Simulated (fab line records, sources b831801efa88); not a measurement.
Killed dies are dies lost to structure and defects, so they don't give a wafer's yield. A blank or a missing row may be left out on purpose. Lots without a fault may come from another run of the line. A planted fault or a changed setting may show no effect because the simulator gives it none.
A struck lot beside a sound one | flow gf180mcu | 17 steps out of a route of 602
Sound: wafers L659.1, L659.3, L659.5. Struck: wafers L673.1, L673.5, L673.6. The cause comes at the end.
At each step with rows: each side's tool, then ch and its chambers, then its first start. Under that, the readings that differ: sound wafers | struck wafers | difference of the means | sigmas: that difference in standard deviations of wafers without a fault.
alike: readings whose means differ by less than 2 such deviations, and words and numbers that are the same on both sides. not compared: withheld readings, readings that some wafer has no value for, bounds like >300 that may hide the same value, and numbers for which the record gives no deviation and whose values overlap.
The two part at a step that has a row with sigmas, a row that says differs or no value, or rows on one side only. Numbers that don't overlap but have no deviation are shown without sigmas and don't part them. A reading that every wafer of one side lacks parts them only if that side has two wafers or more.

first, 1 step without rows for these wafers: GF_STI_OXIDATION_01 (stabilise 600 s, purge 300 s, target thk 10 nm).
GF_STI_THK_MEAS_02:
  sound on film_metro-02, day 1 21:31; struck on film_metro-02, day 4 19:31
  alike: STI_OXIDATION_THK
then, 1 step without rows for these wafers: GF_STI_CVD_03 (deposits Si3N4 from DCS/NH3, target thk 207.16 nm, time 3551 s).
GF_STI_THK_MEAS_04:
  sound on film_metro-01, day 1 23:34; struck on film_metro-02, day 4 21:37
  reading             | sound             | struck            | difference | sigmas
  STI_CVD_03_THK (nm) | 201.9 201.8 201.2 | 209.4 207.8 211.0 | +7.8       | +3
then, 7 steps without rows for these wafers: GF_STI_DEHYDRATE_05 (time 60 s); GF_STI_HMDS_06 (prime time 60 s); GF_STI_COAT_07 (resist thk 700 nm); GF_STI_SOFTBAKE_08 (time 60 s); GF_STI_EXPOSE_09 (exposes mask COMP, target cd 220 nm); GF_STI_PEB_10 (peb time 90 s); GF_STI_DEVELOP_11 (develop time 60 s).
GF_STI_CD_MEAS_12: target cd 220 nm.
  sound on cd_sem-01, day 2 11:02; struck on cd_sem-01, day 5 11:55
  alike: cd_nm
GF_STI_ETCH_13: etches the open film in CHF3/O2, stops on Si, target depth 282.31 nm, time 112.9 s.
  sound on rie_diel-04 ch 0,3, day 2 11:09; struck on rie_diel-03 ch 0,3, day 5 12:02
  no value came back on the struck wafers for any of 6 readings (O2_flow_sccm (sccm), bias_w (W) and others); on the sound wafers O2_flow_sccm (sccm) reads 5.017 4.991 4.987
  reading                              | sound             | struck          | difference | sigmas
  model.KrF_of_STI_COAT_07.thk_nm (nm) | 441.2 439.7 440.6 | 688.8 685 689.2 | +247.2     |
  not compared: rf_hours_counter_h
GF_STI_ETCH_14: etches Si in HBr/Cl2/O2, target depth 360 nm, time 102.9 s.
  sound on rie_si-02 ch 0,1, day 2 11:14; struck on rie_si-01 ch 0,1,2, day 5 12:07
  reading                              | sound           | struck            | difference | sigmas
  model.KrF_of_STI_COAT_07.thk_nm (nm) | 321.4 321 320.5 | 569.8 567.3 568.1 | +247.4     |
  alike: HBr_flow_sccm, O2_flow_sccm, drypump_motor_current_A, oes_product_au, rf_fwd_power_W, throttle_valve_pct
  not compared: rf_hours_counter_h
GF_STI_STRIP_15: strips in O2/N2.
  sound on plasma_asher-03 ch 0, day 2 11:19; struck on plasma_asher-02 ch 0,1, day 5 12:12
  reading                      | sound             | struck            | difference | sigmas
  o2_flow_sccm (sccm)          | 2982 2989 2999    | 2996 3010 3021    | +19        | +2
  oes_product_au (a.u.)        | 0.382 0.385 0.380 | 0.494 0.491 0.495 | +0.111     | +26
  strip_time_to_endpoint_s (s) | 3.74 3.73 3.73    | 6.26 6.26 6.28    | +2.53      | +59
  alike: drypump_motor_current_A, heater_power_w
  not compared: rf_hours_counter_h
then, 1 step without rows for these wafers: GF_STI_CLEAN_16 (cleans in dHF, time 25 s).
-- the record jumps here: 28 days lie between the struck wafers' starts before and after (it left off in module STI and takes up again in module PASSIVATION, whose first step shown is number 602 of the route) --
GF_PASSIVATION_PROBE_99:
  the record has rows for the struck wafers here (prober-01, day 33 16:57) and none for the sound ones

WHERE THEY PART
First at GF_STI_THK_MEAS_04; last, within this record, at GF_PASSIVATION_PROBE_99.

WHY: what the simulator had put in
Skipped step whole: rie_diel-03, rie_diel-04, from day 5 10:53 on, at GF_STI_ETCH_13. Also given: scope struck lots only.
